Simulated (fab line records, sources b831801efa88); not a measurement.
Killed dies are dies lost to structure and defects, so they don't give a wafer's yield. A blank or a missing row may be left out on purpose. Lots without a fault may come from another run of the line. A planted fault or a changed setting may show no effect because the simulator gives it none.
fab line records | flow sky130
record lots=5 wafers=15 last_day=50
route steps=708 shown PWDE@54 NWELL@56 VT_ADJUST_HVTP@85
lots that met no fault: from a run of the same line without faults
start_h: hours from the record's first day to the start of the lot's first wafer shown | wait_h: hours since the lot's step before | " the same as in the row above | L1.1+2: a row that stands for several wafers | - no value, or no start given | * or withheld: withheld | < > ~ a bound
route shown NAME@n: a module of which the file shows steps, and the number in the route of the first | usual: mean/standard deviation of fault-free wafers | same: alike in all rows | chamber/n: place in a boat | sites: the reading at each site | _std_site: their standard deviation | _edge_site: outer sites' mean less inner sites' | radius_mm: how far each site lies from the wafer's centre | mask NAME#n: copy n | behind: the tool/chamber that last shaped the wafer | hold: why the lot was held/for how many hours/how that ended | device: the transistor (n, p or np) that didn't switch | end of line: the same wafers' tests at the end of the route | a step without rows: its recipe alone | killed: dies lost to structure and defects at the first sort, not the wafer's yield | map: a wafer's dies, x killed, . not, _ none there
set.NAME: the setting as run; set.NAME@STEP: as run at that earlier step | model.NAME: the simulator's own value behind a step, which no gauge read
lots at some steps of the route; a table a step, a row a wafer
services: from which hour (start_h, from the record's first day; less than 0 if before it) a tool's chamber was out of use, for how many hours, and why
## steps
# step SKY_PWDE_STRIP_09
# recipe chemistry=O2/N2 power_w=1400 pressure_mtorr=1500 platen_temp_c=withheld o2_flow_sccm=3000 n2_flow_sccm=300 overash_fraction=0.5
# usual chamber_pressure_mTorr=1500.1/1.4 drypump_motor_current_A=5.6/0.47 n2_flow_sccm=299.8/0.93 oes_product_au=0.722/0.0048 strip_time_to_endpoint_s=36.87/0.11
# columns lot.wafer tool chamber start_h wait_h chamber_pressure_mTorr drypump_motor_current_A n2_flow_sccm oes_product_au rf_hours_counter_h strip_time_to_endpoint_s
L082.1 plasma_asher-02 1 115.85 0.1 1500.8 5.4 300.6 0.716 44 36.95
L082.2 " 0 " " 1498.6 5.5 297.8 0.715 44 37.18
L082.6 " 0 " " 1499.8 5.5 298.3 0.717 - 37.02
L083.2 plasma_asher-01 0 118.91 0.1 1499.4 6.5 300.9 0.724 0 36.74
L083.3 " 0 " " 1499.5 6.6 301.1 0.722 - 36.90
L083.5 " 0 " " 1498.9 6.6 300.0 0.726 - 36.83
L085.2 plasma_asher-02 0 132.25 0.1 1501.7 5.5 299.8 0.721 46 36.73
L085.4 " 1 " " 1501.9 5.4 300.4 0.727 - 36.66
L085.6 " 1 " " 1500.8 5.4 301.3 0.717 - 36.74
L089.1 plasma_asher-04 1 150.35 0.1 1500.5 5.3 301.2 0.725 47 36.69
L089.4 " 0 " " 1501.2 5.3 298.8 0.726 - 36.76
L089.5 " 0 " " 1500.8 5.3 300.0 0.712 - 36.67
L097.2 plasma_asher-02 1 197.60 0.1 1501.8 5.4 298.1 0.726 52 36.87
L097.4 " 0 " " 1501.0 5.5 299.6 0.723 - 36.89
L097.5 " 0 " " 1498.0 5.5 300.2 0.733 - 36.92
# step SKY_PWDE_TW_MEAS_10
# usual PWDE_TW=373.8/2.6
# columns lot.wafer tool chamber start_h wait_h PWDE_TW
L082.1 film_metro-03 - 115.95 0.1 376.2
L082.2 " - " " 375.1
L082.6 " - " " 374.4
L083.2 film_metro-02 - 119.02 0.1 371.7
L083.3 " - " " 368.1
L083.5 " - " " 372.2
L085.2 film_metro-03 - 132.36 0.1 375.8
L085.4 " - " " 374.4
L085.6 " - " " 377.9
L089.1 film_metro-02 - 150.45 0.1 374.0
L089.4 " - " " 374.5
L089.5 " - " " 373.3
L097.2 film_metro-02 - 197.71 0.1 370.8
L097.4 " - " " 369.9
L097.5 " - " " 370.7
# step SKY_NWELL_DEHYDRATE_03
# recipe temp_c=200 time_s=60
# usual plate_temp_C=199.97/0.16
# columns lot.wafer tool chamber start_h wait_h plate_temp_C
L082.1 litho_track-01 0 124.77 8.8 199.93
L082.2 " 0 " " 199.76
L082.6 " 0 " " 199.79
L083.2 litho_track-02 0 127.76 8.7 200.38
L083.3 " 0 " " 200.26
L083.5 " 0 " " 200.25
L085.2 litho_track-02 0 141.01 8.6 200.04
L085.4 " 0 " " 200.07
L085.6 " 0 " " 199.97
L089.1 litho_track-03 0 159.27 8.8 200.04
L089.4 " 0 " " 200.07
L089.5 " 0 " " 200.13
L097.2 litho_track-02 0 207.81 10.1 200.01
L097.4 " 0 " " 199.88
L097.5 " 0 " " 199.87
# step SKY_NWELL_HMDS_04
# recipe prime_time_s=60 prime_temp_c=120
# same prime_time_s=60
# columns lot.wafer tool chamber start_h wait_h
L082.1+2+6 litho_track-01 0 124.92 0.1
L083.2+3+5 litho_track-02 0 127.91 0.1
L085.2+4+6 litho_track-02 0 141.16 0.1
L089.1+4+5 litho_track-03 0 159.42 0.1
L097.2+4+5 litho_track-02 0 207.96 0.1
# step SKY_NWELL_COAT_05
# recipe spin_rpm=2000 resist_thk_nm=3000
# columns lot.wafer tool chamber start_h wait_h
L082.1+2+6 litho_track-01 0 125.07 0.1
L083.2+3+5 litho_track-02 0 128.06 0.1
L085.2+4+6 litho_track-02 0 141.31 0.1
L089.1+4+5 litho_track-03 0 159.57 0.1
L097.2+4+5 litho_track-02 0 208.11 0.1
# step SKY_NWELL_SOFTBAKE_06
# recipe temp_c=110 time_s=withheld
# usual plate_temp_C=109.99/0.14
# columns lot.wafer tool chamber start_h wait_h plate_temp_C
L082.1 litho_track-01 0 125.22 0.1 110.00
L082.2 " 0 " " 110.08
L082.6 " 0 " " 110.02
L083.2 litho_track-02 0 128.22 0.1 109.73
L083.3 " 0 " " 109.96
L083.5 " 0 " " 109.92
L085.2 litho_track-02 0 141.47 0.1 109.90
L085.4 " 0 " " 110.09
L085.6 " 0 " " 110.14
L089.1 litho_track-03 0 159.72 0.1 109.98
L089.4 " 0 " " 109.70
L089.5 " 0 " " 109.84
L097.2 litho_track-02 0 208.27 0.1 109.89
L097.4 " 0 " " 109.87
L097.5 " 0 " " 110.10
# step SKY_NWELL_EXPOSE_07
# recipe mask_id=NWM na=0.6 source_shape=conventional sigma_outer=0.6 polarization=unpolarized target_cd_nm=840 dose_mj=255
# columns lot.wafer tool chamber start_h wait_h mask
L082.1+2+6 iline_stepper-01 0 - - NWM#0
L083.2+3+5 iline_stepper-01 0 - - NWM#0
L085.2+4+6 iline_stepper-02 0 - - NWM#0
L089.1+4+5 iline_stepper-02 0 - - NWM#0
L097.2+4+5 iline_stepper-02 0 - - NWM#0
# step SKY_NWELL_PEB_08
# recipe temp_c=115 time_s=withheld
# usual plate_temp_C=115.00/0.12
# columns lot.wafer tool chamber start_h wait_h plate_temp_C
L082.1 litho_track-01 0 - - 115.16
L082.2 " 0 " " 115.11
L082.6 " 0 " " 115.14
L083.2 litho_track-02 0 - - 115.01
L083.3 " 0 " " 114.73
L083.5 " 0 " " 115.06
L085.2 litho_track-01 0 - - 114.83
L085.4 " 0 " " 114.92
L085.6 " 0 " " 115.13
L089.1 litho_track-02 0 - - 115.10
L089.4 " 0 " " 114.99
L089.5 " 0 " " 115.05
L097.2 litho_track-02 0 - - 115.14
L097.4 " 0 " " 115.12
L097.5 " 0 " " 115.27
# step SKY_NWELL_DEVELOP_09
# recipe wall_angle_deg=90 developer=TMAH develop_time_s=60 dev_temp_c=23
# columns lot.wafer tool chamber start_h wait_h
L082.1+2+6 litho_track-01 0 - -
L083.2+3+5 litho_track-02 0 - -
L085.2+4+6 litho_track-01 0 - -
L089.1+4+5 litho_track-02 0 - -
L097.2+4+5 litho_track-02 0 - -
# step SKY_NWELL_OVL_MEAS_10
# usual NWELL_00_OVL=-0.2/1.3
# columns lot.wafer tool chamber start_h wait_h NWELL_00_OVL[nm]
L082.1 overlay-01 - 134.92 - -0.6
L082.2 " - " " -0.7
L082.6 " - " " -2.1
L083.2 overlay-02 - 137.24 - -0.1
L083.3 " - " " -0.1
L083.5 " - " " -1.4
L085.2 overlay-02 - 151.37 - -0.3
L085.4 " - " " -0.7
L085.6 " - " " -1.2
L089.1 overlay-02 - 169.48 - 0.7
L089.4 " - " " 1.2
L089.5 " - " " 2.0
L097.2 overlay-02 - 219.39 - -1.8
L097.4 " - " " 0.9
L097.5 " - " " -0.4
# step SKY_NWELL_IMPLANT_11
# recipe species=P energy_kev=400 dose_cm2=1.9e+13 tilt_deg=withheld
# columns lot.wafer tool chamber start_h wait_h
L082.1+2+6 implanter-04 0 134.95 0.0
L083.2+3+5 implanter-03 0 137.29 0.0
L085.2+4+6 implanter-04 0 151.43 0.0
L089.1+4+5 implanter-04 0 169.52 0.0
L097.2+4+5 implanter-01 0 219.44 0.0
# step SKY_NWELL_IMPLANT_12
# recipe species=P energy_kev=120 dose_cm2=1.3e+12 tilt_deg=withheld
# columns lot.wafer tool chamber start_h wait_h
L082.1+2+6 implanter-04 0 135.10 0.1
L083.2+3+5 implanter-03 0 137.44 0.1
L085.2+4+6 implanter-04 0 151.58 0.1
L089.1+4+5 implanter-04 0 169.67 0.1
L097.2+4+5 implanter-01 0 219.59 0.1
# step SKY_NWELL_IMPLANT_13
# recipe species=P energy_kev=50 dose_cm2=7e+11 tilt_deg=withheld
# columns lot.wafer tool chamber start_h wait_h
L082.1+2+6 implanter-04 0 135.25 0.1
L083.2+3+5 implanter-03 0 137.59 0.1
L085.2+4+6 implanter-04 0 151.73 0.1
L089.1+4+5 implanter-04 0 169.82 0.1
L097.2+4+5 implanter-01 0 219.74 0.1
# step SKY_NWELL_STRIP_14
# recipe chemistry=O2/N2 power_w=1400 pressure_mtorr=1500 platen_temp_c=withheld o2_flow_sccm=3000 n2_flow_sccm=300 overash_fraction=0.5
# usual chamber_pressure_mTorr=1500.0/1.3 drypump_motor_current_A=5.7/0.56 n2_flow_sccm=300.0/0.9 oes_product_au=0.722/0.0044 strip_time_to_endpoint_s=36.95/0.11
# columns lot.wafer tool chamber start_h wait_h chamber_pressure_mTorr drypump_motor_current_A n2_flow_sccm oes_product_au rf_hours_counter_h strip_time_to_endpoint_s
L082.1 plasma_asher-03 1 135.40 0.1 1502.1 5.3 299.2 0.724 31 37.00
L082.2 " 0 " " 1496.2 6.4 300.3 0.720 31 37.03
L082.6 " 0 " " 1500.5 6.4 300.8 0.725 - 37.03
L083.2 plasma_asher-03 0 137.72 0.1 1500.0 6.5 301.6 0.721 31 36.85
L083.3 " 0 " " 1501.0 6.4 300.0 0.719 - 36.90
L083.5 " 1 " " 1501.0 5.3 299.9 0.718 - 36.92
L085.2 plasma_asher-03 0 151.85 0.1 1496.9 6.5 300.3 0.730 32 36.82
L085.4 " 0 " " 1500.7 6.4 299.8 0.721 - 36.69
L085.6 " 0 " " 1500.3 6.4 299.2 0.724 - 36.89
L089.1 plasma_asher-04 0 169.97 0.1 1500.5 5.3 299.8 0.727 48 37.16
L089.4 " 0 " " 1500.5 5.2 301.0 0.723 - 37.22
L089.5 " 0 " " 1501.6 5.2 300.6 0.719 - 37.08
L097.2 plasma_asher-04 1 219.87 0.1 1499.2 5.3 299.9 0.717 53 37.03
L097.4 " 0 " " 1501.8 5.3 300.0 0.726 - 37.03
L097.5 " 1 " " 1500.9 5.4 300.3 0.712 - 37.02
# step SKY_NWELL_TW_MEAS_15
# usual NWELL_TW=1820/12
# columns lot.wafer tool chamber start_h wait_h NWELL_TW
L082.1 film_metro-03 - 135.50 0.1 1830
L082.2 " - " " 1825
L082.6 " - " " 1831
L083.2 film_metro-02 - 137.83 0.1 1809
L083.3 " - " " 1814
L083.5 " - " " 1810
L085.2 film_metro-01 - 151.96 0.1 1831
L085.4 " - " " 1831
L085.6 " - " " 1841
L089.1 film_metro-02 - 170.07 0.1 1793
L089.4 " - " " 1806
L089.5 " - " " 1805
L097.2 film_metro-01 - 219.98 0.1 1827
L097.4 " - " " 1829
L097.5 " - " " 1818
# step SKY_NWELL_DEHYDRATE_16
# recipe temp_c=200 time_s=60
# usual plate_temp_C=200.00/0.17
# columns lot.wafer tool chamber start_h wait_h plate_temp_C
L082.1 litho_track-01 0 144.37 8.9 199.73
L082.2 " 0 " " 199.99
L082.6 " 0 " " 199.84
L083.2 litho_track-02 0 146.71 8.9 199.95
L083.3 " 0 " " 199.89
L083.5 " 0 " " 199.79
L085.2 litho_track-03 0 160.89 8.9 199.99
L085.4 " 0 " " 199.68
L085.6 " 0 " " 200.12
L089.1 litho_track-01 0 179.46 9.4 200.00
L089.4 " 0 " " 200.05
L089.5 " 0 " " 199.85
L097.2 litho_track-03 0 229.64 9.7 200.26
L097.4 " 0 " " 200.07
L097.5 " 0 " " 199.87
# step SKY_NWELL_HMDS_17
# recipe prime_time_s=60 prime_temp_c=120
# same prime_time_s=60
# columns lot.wafer tool chamber start_h wait_h
L082.1+2+6 litho_track-01 0 144.52 0.1
L083.2+3+5 litho_track-02 0 146.86 0.1
L085.2+4+6 litho_track-03 0 161.04 0.1
L089.1+4+5 litho_track-01 0 179.61 0.1
L097.2+4+5 litho_track-03 0 229.79 0.1
# step SKY_NWELL_COAT_18
# recipe spin_rpm=2000 resist_thk_nm=3000
# columns lot.wafer tool chamber start_h wait_h
L082.1+2+6 litho_track-01 0 144.67 0.1
L083.2+3+5 litho_track-02 0 147.01 0.1
L085.2+4+6 litho_track-03 0 161.19 0.1
L089.1+4+5 litho_track-01 0 179.76 0.1
L097.2+4+5 litho_track-03 0 229.94 0.1
# step SKY_NWELL_SOFTBAKE_19
# recipe temp_c=110 time_s=withheld
# usual plate_temp_C=109.99/0.14
# columns lot.wafer tool chamber start_h wait_h plate_temp_C
L082.1 litho_track-01 0 144.82 0.1 110.01
L082.2 " 0 " " 110.01
L082.6 " 0 " " 110.09
L083.2 litho_track-02 0 147.17 0.1 110.05
L083.3 " 0 " " 110.08
L083.5 " 0 " " 110.13
L085.2 litho_track-03 0 161.35 0.1 110.04
L085.4 " 0 " " 109.77
L085.6 " 0 " " 109.92
L089.1 litho_track-01 0 179.91 0.1 109.92
L089.4 " 0 " " 110.04
L089.5 " 0 " " 110.06
L097.2 litho_track-03 0 230.10 0.1 109.93
L097.4 " 0 " " 109.75
L097.5 " 0 " " 109.81
# step SKY_NWELL_EXPOSE_20
# recipe mask_id=NWM_COMPLEMENT na=0.6 source_shape=conventional sigma_outer=0.6 polarization=unpolarized target_cd_nm=840 dose_mj=260
# columns lot.wafer tool chamber start_h wait_h mask
L082.1+2+6 iline_stepper-02 0 - - NWM_COMPLEMENT#0
L083.2+3+5 iline_stepper-02 0 - - NWM_COMPLEMENT#0
L085.2+4+6 iline_stepper-02 0 - - NWM_COMPLEMENT#0
L089.1+4+5 iline_stepper-01 0 - - NWM_COMPLEMENT#0
L097.2+4+5 iline_stepper-02 0 - - NWM_COMPLEMENT#0
# step SKY_NWELL_PEB_21
# recipe temp_c=115 time_s=withheld
# usual plate_temp_C=115.00/0.15
# columns lot.wafer tool chamber start_h wait_h plate_temp_C
L082.1 litho_track-03 0 - - 115.06
L082.2 " 0 " " 114.97
L082.6 " 0 " " 114.79
L083.2 litho_track-03 0 - - 115.22
L083.3 " 0 " " 115.31
L083.5 " 0 " " 115.17
L085.2 litho_track-01 0 - - 114.88
L085.4 " 0 " " 114.88
L085.6 " 0 " " 114.83
L089.1 litho_track-03 0 - - 114.75
L089.4 " 0 " " 115.04
L089.5 " 0 " " 114.91
L097.2 litho_track-02 0 - - 115.05
L097.4 " 0 " " 114.78
L097.5 " 0 " " 114.89
# step SKY_NWELL_DEVELOP_22
# recipe wall_angle_deg=90 developer=TMAH develop_time_s=60 dev_temp_c=23
# columns lot.wafer tool chamber start_h wait_h
L082.1+2+6 litho_track-03 0 - -
L083.2+3+5 litho_track-03 0 - -
L085.2+4+6 litho_track-01 0 - -
L089.1+4+5 litho_track-03 0 - -
L097.2+4+5 litho_track-02 0 - -
# step SKY_NWELL_OVL_MEAS_23
# usual NWELL_01_OVL=-0.1/1.7
# columns lot.wafer tool chamber start_h wait_h NWELL_01_OVL[nm]
L082.1 overlay-02 - 153.82 - -2.3
L082.2 " - " " -0.8
L082.6 " - " " -1.3
L083.2 overlay-02 - 156.43 - -1.6
L083.3 " - " " -0.1
L083.5 " - " " 1.5
L085.2 overlay-02 - 172.12 - -1.5
L085.4 " - " " 0.3
L085.6 " - " " -1.2
L089.1 overlay-02 - 191.07 - 1.7
L089.4 " - " " 2.1
L089.5 " - " " 1.9
L097.2 overlay-01 - 241.69 - -0.9
L097.4 " - " " -3.2
L097.5 " - " " -1.3
# step SKY_NWELL_IMPLANT_24
# recipe species=B energy_kev=140 dose_cm2=9.2e+12 tilt_deg=withheld
# columns lot.wafer tool chamber start_h wait_h
L082.1+2+6 implanter-04 0 153.86 0.0
L083.2+3+5 implanter-01 0 156.48 0.0
L085.2+4+6 implanter-04 0 172.18 0.0
L089.1+4+5 implanter-01 0 191.10 0.0
L097.2+4+5 implanter-01 0 241.74 0.0
# step SKY_NWELL_STRIP_25
# recipe chemistry=O2/N2 power_w=1400 pressure_mtorr=1500 platen_temp_c=withheld o2_flow_sccm=3000 n2_flow_sccm=300 overash_fraction=0.5
# usual chamber_pressure_mTorr=1500.0/1.9 drypump_motor_current_A=5.8/0.56 n2_flow_sccm=300.0/0.92 oes_product_au=0.722/0.0048 strip_time_to_endpoint_s=36.93/0.1
# columns lot.wafer tool chamber start_h wait_h chamber_pressure_mTorr drypump_motor_current_A n2_flow_sccm oes_product_au rf_hours_counter_h strip_time_to_endpoint_s
L082.1 plasma_asher-04 0 154.01 0.1 1497.8 5.3 300.1 0.725 47 36.75
L082.2 " 1 " " 1498.5 5.3 301.1 0.712 47 36.76
L082.6 " 0 " " 1499.9 5.3 300.7 0.725 - 36.71
L083.2 plasma_asher-03 0 156.61 0.1 1501.9 6.5 298.5 0.714 33 36.82
L083.3 " 1 " " 1499.0 5.3 300.4 0.718 - 36.75
L083.5 " 0 " " 1499.8 6.5 299.1 0.731 - 36.71
L085.2 plasma_asher-01 0 172.30 0.1 1498.2 6.6 299.3 0.725 5 36.90
L085.4 " 0 " " 1501.7 6.6 302.7 0.724 - 36.96
L085.6 " 1 " " 1502.9 5.4 299.5 0.722 - 37.05
L089.1 plasma_asher-03 1 191.25 0.1 1499.1 5.3 299.2 0.717 36 36.88
L089.4 " 1 " " 1499.9 5.4 300.1 0.730 - 36.88
L089.5 " 1 " " 1498.6 5.3 299.2 0.723 - 36.83
L097.2 plasma_asher-01 0 241.87 0.1 1501.0 6.6 300.4 0.736 12 37.02
L097.4 " 0 " " 1499.2 6.6 301.0 0.724 - 36.98
L097.5 " 1 " " 1501.6 5.4 300.7 0.729 - 37.05
# step SKY_NWELL_TW_MEAS_26
# usual NWELL_2_TW=498/3.2
# columns lot.wafer tool chamber start_h wait_h NWELL_2_TW
L082.1 film_metro-03 - 154.11 0.1 499
L082.2 " - " " 501
L082.6 " - " " 500
L083.2 film_metro-02 - 156.72 0.1 495
L083.3 " - " " 497
L083.5 " - " " 500
L085.2 film_metro-03 - 172.41 0.1 500
L085.4 " - " " 499
L085.6 " - " " 500
L089.1 film_metro-03 - 191.35 0.1 501
L089.4 " - " " 502
L089.5 " - " " 501
L097.2 film_metro-03 - 241.98 0.1 502
L097.4 " - " " 502
L097.5 " - " " 500
# step SKY_NWELL_CLEAN_27
# recipe chemistry=SC1/SC2 mix=1:4:20 temp_c=70 time_s=150 dry=n2_spin
# usual temp_c=70.01/0.12
# columns lot.wafer tool chamber start_h wait_h temp_c
L082.1 wet_bench-04 0 154.17 0.1 70.07
L082.2 " 0 " " 69.94
L082.6 " 0 " " 69.93
L083.2 wet_bench-01 0 156.77 0.0 69.81
L083.3 " 0 " " 69.91
L083.5 " 0 " " 70.04
L085.2 wet_bench-04 3 172.46 0.0 70.12
L085.4 " 3 " " 69.92
L085.6 " 3 " " 70.00
L089.1 wet_bench-01 0 191.41 0.1 70.02
L089.4 " 0 " " 69.87
L089.5 " 0 " " 69.99
L097.2 wet_bench-02 0 242.03 0.0 70.00
L097.4 " 0 " " 70.19
L097.5 " 0 " " 69.92
# step SKY_NWELL_RTA_28
# recipe temp_c=1050 time_s=30 idle_temp_c=650 ramp_up_c_per_s=150 ramp_down_c_per_s=90 ambient=N2
# usual lamp_power_pct=25.30/0.057 wafer_temp_C_max=1054.8/0.97
# columns lot.wafer tool chamber start_h wait_h lamp_power_pct wafer_temp_C_max
L082.1 rtp_anneal-02 0 154.27 0.0 25.31 1054.6
L082.2 " 0 " " 25.36 1055.4
L082.6 " 0 " " 25.32 1053.6
L083.2 rtp_anneal-01 0 156.83 0.0 25.28 1055.5
L083.3 " 0 " " 25.26 1055.1
L083.5 " 0 " " 25.36 1054.9
L085.2 rtp_anneal-01 0 172.53 0.0 25.29 1055.9
L085.4 " 0 " " 25.35 1054.3
L085.6 " 0 " " 25.29 1056.2
L089.1 rtp_anneal-01 0 191.46 0.0 25.37 1053.9
L089.4 " 0 " " 25.38 1054.2
L089.5 " 0 " " 25.28 1057.8
L097.2 rtp_anneal-01 0 242.11 0.0 25.30 1055.4
L097.4 " 0 " " 25.27 1054.1
L097.5 " 0 " " 25.25 1055.1
# step SKY_NWELL_RS_MEAS_29
# recipe thk_meas_gauge=four-point-probe
# usual NWELL_RS=625.3/1.5
# columns lot.wafer tool chamber start_h wait_h NWELL_RS[ohm/sq]
L082.1 film_metro-03 - 154.37 0.1 625.5
L082.2 " - " " 626.3
L082.6 " - " " 624.2
L083.2 film_metro-03 - 156.94 0.1 625.3
L083.3 " - " " 626.2
L083.5 " - " " 626.7
L085.2 film_metro-01 - 172.63 0.1 626.1
L085.4 " - " " 626.2
L085.6 " - " " 626.1
L089.1 film_metro-01 - 191.56 0.1 626.2
L089.4 " - " " 624.6
L089.5 " - " " 625.1
L097.2 film_metro-03 - 242.30 0.2 625.4
L097.4 " - " " 625.3
L097.5 " - " " 625.1
# step SKY_NWELL_RS_MEAS_31
# recipe thk_meas_gauge=four-point-probe
# usual PWDE_RS=5276/16
# columns lot.wafer tool chamber start_h wait_h PWDE_RS[ohm/sq]
L082.1 film_metro-03 - 154.61 0.1 5262
L082.2 " - " " 5256
L082.6 " - " " 5254
L083.2 film_metro-03 - 157.18 0.1 5296
L083.3 " - " " 5294
L083.5 " - " " 5297
L085.2 film_metro-01 - 172.87 0.1 5283
L085.4 " - " " 5269
L085.6 " - " " 5284
L089.1 film_metro-01 - 191.80 0.1 5283
L089.4 " - " " 5280
L089.5 " - " " 5279
L097.2 film_metro-03 - 242.54 0.1 5257
L097.4 " - " " 5271
L097.5 " - " " 5264
# step SKY_VT_ADJUST_HVTP_DEHYDRATE_00
# recipe temp_c=200 time_s=60
# usual plate_temp_C=200.02/0.16
# columns lot.wafer tool chamber start_h wait_h plate_temp_C
L082.1 litho_track-02 0 163.88 9.2 200.06
L082.2 " 0 " " 200.01
L082.6 " 0 " " 200.00
L083.2 litho_track-02 0 166.71 9.5 199.84
L083.3 " 0 " " 200.03
L083.5 " 0 " " 200.10
L085.2 litho_track-02 0 181.86 9.0 199.98
L085.4 " 0 " " 200.08
L085.6 " 0 " " 199.94
L089.1 litho_track-02 0 202.03 10.2 200.11
L089.4 " 0 " " 200.00
L089.5 " 0 " " 199.84
L097.2 litho_track-04 0 253.54 11.0 200.00
L097.4 " 0 " " 200.04
L097.5 " 0 " " 199.71
# step SKY_VT_ADJUST_HVTP_HMDS_01
# recipe prime_time_s=60 prime_temp_c=120
# same prime_time_s=60
# columns lot.wafer tool chamber start_h wait_h
L082.1+2+6 litho_track-02 0 164.03 0.1
L083.2+3+5 litho_track-02 0 166.86 0.1
L085.2+4+6 litho_track-02 0 182.01 0.1
L089.1+4+5 litho_track-02 0 202.18 0.1
L097.2+4+5 litho_track-04 0 253.69 0.1
# step SKY_VT_ADJUST_HVTP_COAT_02
# recipe resist=NOVOLAK spin_rpm=3000 resist_thk_nm=1140
# columns lot.wafer tool chamber start_h wait_h
L082.1+2+6 litho_track-02 0 164.18 0.1
L083.2+3+5 litho_track-02 0 167.01 0.1
L085.2+4+6 litho_track-02 0 182.16 0.1
L089.1+4+5 litho_track-02 0 202.33 0.1
L097.2+4+5 litho_track-04 0 253.84 0.1
# step SKY_VT_ADJUST_HVTP_SOFTBAKE_03
# recipe temp_c=90 time_s=60 resist=NOVOLAK
# usual plate_temp_C=90.00/0.13
# columns lot.wafer tool chamber start_h wait_h plate_temp_C
L082.1 litho_track-02 0 164.33 0.1 89.97
L082.2 " 0 " " 90.08
L082.6 " 0 " " 89.88
L083.2 litho_track-02 0 167.16 0.1 90.11
L083.3 " 0 " " 90.08
L083.5 " 0 " " 90.21
L085.2 litho_track-02 0 182.31 0.1 90.08
L085.4 " 0 " " 89.97
L085.6 " 0 " " 89.82
L089.1 litho_track-02 0 202.48 0.1 89.93
L089.4 " 0 " " 89.95
L089.5 " 0 " " 89.96
L097.2 litho_track-04 0 253.99 0.1 90.17
L097.4 " 0 " " 90.14
L097.5 " 0 " " 90.02
# step SKY_VT_ADJUST_HVTP_EXPOSE_04
# recipe mask_id=HVTPM na=0.6 source_shape=conventional sigma_outer=0.6 polarization=unpolarized target_cd_nm=380 dose_mj=140
# columns lot.wafer tool chamber start_h wait_h mask
L082.1+2+6 iline_stepper-02 0 - - HVTPM#0
L083.2+3+5 iline_stepper-02 0 - - HVTPM#0
L085.2+4+6 iline_stepper-01 0 - - HVTPM#0
L089.1+4+5 iline_stepper-01 0 - - HVTPM#0
L097.2+4+5 iline_stepper-02 0 - - HVTPM#0
# step SKY_VT_ADJUST_HVTP_PEB_05
# recipe temp_c=withheld time_s=* resist=NOVOLAK
# columns lot.wafer tool chamber start_h wait_h
L082.1+2+6 litho_track-02 0 - -
L083.2+3+5 litho_track-02 0 - -
L085.2+4+6 litho_track-03 0 - -
L089.1+4+5 litho_track-03 0 - -
L097.2+4+5 litho_track-03 0 - -
# step SKY_VT_ADJUST_HVTP_DEVELOP_06
# recipe resist=NOVOLAK developer=TMAH develop_time_s=60 dev_temp_c=23
# columns lot.wafer tool chamber start_h wait_h
L082.1+2+6 litho_track-02 0 174.63 0.1
L083.2+3+5 litho_track-02 0 177.46 0.1
L085.2+4+6 litho_track-03 0 193.04 0.1
L089.1+4+5 litho_track-03 0 213.07 0.1
L097.2+4+5 litho_track-03 0 265.94 0.1
# step SKY_VT_ADJUST_HVTP_CD_MEAS_07
# recipe target_cd_nm=380
# usual cd_nm=380.3/2.7
# columns lot.wafer tool chamber start_h wait_h cd_nm
L082.1 cd_sem-01 - 174.78 0.1 380.9
L082.2 " - " " 382.6
L082.6 " - " " 381.4
L083.2 cd_sem-01 - 177.66 0.2 385.8
L083.3 " - " " 386.5
L083.5 " - " " 381.5
L085.2 cd_sem-02 - 193.19 0.1 384.1
L085.4 " - " " 386.0
L085.6 " - " " 383.8
L089.1 cd_sem-02 - 213.22 0.1 381.2
L089.4 " - " " 378.2
L089.5 " - " " 380.2
L097.2 cd_sem-01 - 266.09 0.1 376.4
L097.4 " - " " 377.0
L097.5 " - " " 376.3
# step SKY_VT_ADJUST_HVTP_OVL_MEAS_08
# usual VT_ADJUST_HVTP_OVL=1.4/1.2
# columns lot.wafer tool chamber start_h wait_h VT_ADJUST_HVTP_OVL[nm]
L082.1 overlay-01 - 174.90 0.1 2.7
L082.2 " - " " 1.1
L082.6 " - " " 2.5
L083.2 overlay-02 - 177.76 0.1 1.9
L083.3 " - " " 1.4
L083.5 " - " " 2.0
L085.2 overlay-02 - 193.29 0.1 1.4
L085.4 " - " " 1.1
L085.6 " - " " -0.2
L089.1 overlay-01 - 213.34 0.1 1.1
L089.4 " - " " 1.1
L089.5 " - " " 1.5
L097.2 overlay-01 - 266.19 0.1 0.1
L097.4 " - " " 0.7
L097.5 " - " " -1.8
# step SKY_VT_ADJUST_HVTP_IMPLANT_09
# recipe species=As energy_kev=150 dose_cm2=4.3e+12 tilt_deg=withheld
# columns lot.wafer tool chamber start_h wait_h
L082.1+2+6 implanter-03 0 174.94 0.0
L083.2+3+5 implanter-03 0 177.82 0.0
L085.2+4+6 implanter-03 0 193.35 0.0
L089.1+4+5 implanter-02 0 213.37 0.0
L097.2+4+5 implanter-03 0 266.25 0.0
## services
# columns tool chamber start_h hours kind
wet_bench-01 - 94.26 3.7 repair
plasma_asher-01 - 108.83 9.0 pm
plasma_asher-01 0 108.83 9.0 vent_cycle
plasma_asher-01 1 108.83 9.0 vent_cycle
plasma_asher-01 0 117.83 - clean
litho_track-03 - 119.04 - consumable_replace:filter
plasma_asher-02 - 125.23 0.4 repair
implanter-02 - 131.38 1.2 repair
implanter-03 - 140.76 4.2 repair
implanter-04 - 148.62 2.6 repair
iline_stepper-01 - 154.09 1.7 pm
implanter-04 - 156.43 2.9 pm
implanter-02 - 160.50 2.8 repair
implanter-01 - 164.26 24.5 pm
implanter-02 - 169.22 6.6 repair
plasma_asher-03 - 181.63 1.3 repair
plasma_asher-01 - 184.97 2.3 repair
iline_stepper-02 - 200.86 4.4 pm
implanter-03 - 205.65 1.7 repair
iline_stepper-01 0 208.78 - calibration
plasma_asher-01 - 246.70 2.5 repair
implanter-03 - 247.46 5.5 pm
wet_bench-02 - 248.74 1.2 repair
rtp_anneal-01 - 256.25 4.7 pm
## key
fault none
